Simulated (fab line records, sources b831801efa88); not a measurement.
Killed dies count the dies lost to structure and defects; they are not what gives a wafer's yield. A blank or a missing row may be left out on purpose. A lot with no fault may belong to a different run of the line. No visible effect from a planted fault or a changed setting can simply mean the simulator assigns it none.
What tool caused it? :: flow sky130 :: 18 wafers from 6 lots sampled at 2 of the route's 708 steps

## WHAT THE GAUGES SHOWED, per wafer
SKY_VT_ADJUST_PCH_TW_MEAS_10.
lot: L773
measured: day 11 05:37
on: film_metro-02
VT_ADJUST_PCH_TW: 142.5 142.4 142.0

lot: L777
measured: day 12 11:48
on: film_metro-03
VT_ADJUST_PCH_TW: 142.4 142.7 142.1

lot: L779
measured: day 13 04:34
on: film_metro-01
VT_ADJUST_PCH_TW: 143.6 143.2 143.3

lot: L782
measured: day 14 06:11
on: film_metro-01
VT_ADJUST_PCH_TW: 143.4 143.3 142.7

lot: L791
measured: day 16 23:43
on: film_metro-01
VT_ADJUST_PCH_TW: 113.1 111.7 112.3

lot: L793
measured: day 17 14:08
on: film_metro-02
VT_ADJUST_PCH_TW: 142.7 143.6 143.7

## WHICH TOOL RAN EACH LOT (tool, then ch and the chambers of the sampled wafers, then the start)
lot: L773
SKY_VT_ADJUST_PCH_IMPLANT_08: implanter-02 ch 0, day 11 05:22

lot: L777
SKY_VT_ADJUST_PCH_IMPLANT_08: implanter-01 ch 0, day 12 11:33

lot: L779
SKY_VT_ADJUST_PCH_IMPLANT_08: implanter-01 ch 0, day 13 04:20

lot: L782
SKY_VT_ADJUST_PCH_IMPLANT_08: implanter-04 ch 0, day 14 05:56

lot: L791
SKY_VT_ADJUST_PCH_IMPLANT_08: implanter-01 ch 0, day 16 23:30

lot: L793
SKY_VT_ADJUST_PCH_IMPLANT_08: implanter-02 ch 0, day 17 13:53
- SKY_VT_ADJUST_PCH_IMPLANT_08

## THE ANSWER, worked out from the rows above alone
Rule: what is usual is taken from the lots themselves. The widest of any qualifying gaps counts: lots, ordered by their means at a reading, are off when they make up no more than a third of the lots, leave a main group of 4 or more, and stand apart from it by 3 or more times the standard deviation of that group's means. Not used: any main group whose means are identical at the precision the tables above print for the reading. Also off: a lot with no number at a reading for which 4 or more lots have one. Where the step has rows for the other lots, those lots are counted as sound.
Off: L791, seen at SKY_VT_ADJUST_PCH_TW_MEAS_10 (VT_ADJUST_PCH_TW). Main group: mean 142.9, sd 0.46.
If a tool, at a process step before that reading, ran all the lots that are off and no sound lot after the first of them, it fits. Gauges at SKY_VT_ADJUST_PCH_TW_MEAS_10: tried the same way as those tools. This does not decide it: 2 tools fit, namely implanter-01 at SKY_VT_ADJUST_PCH_IMPLANT_08 and film_metro-01 at SKY_VT_ADJUST_PCH_TW_MEAS_10.

## WHAT THE SIMULATOR HAD PUT IN
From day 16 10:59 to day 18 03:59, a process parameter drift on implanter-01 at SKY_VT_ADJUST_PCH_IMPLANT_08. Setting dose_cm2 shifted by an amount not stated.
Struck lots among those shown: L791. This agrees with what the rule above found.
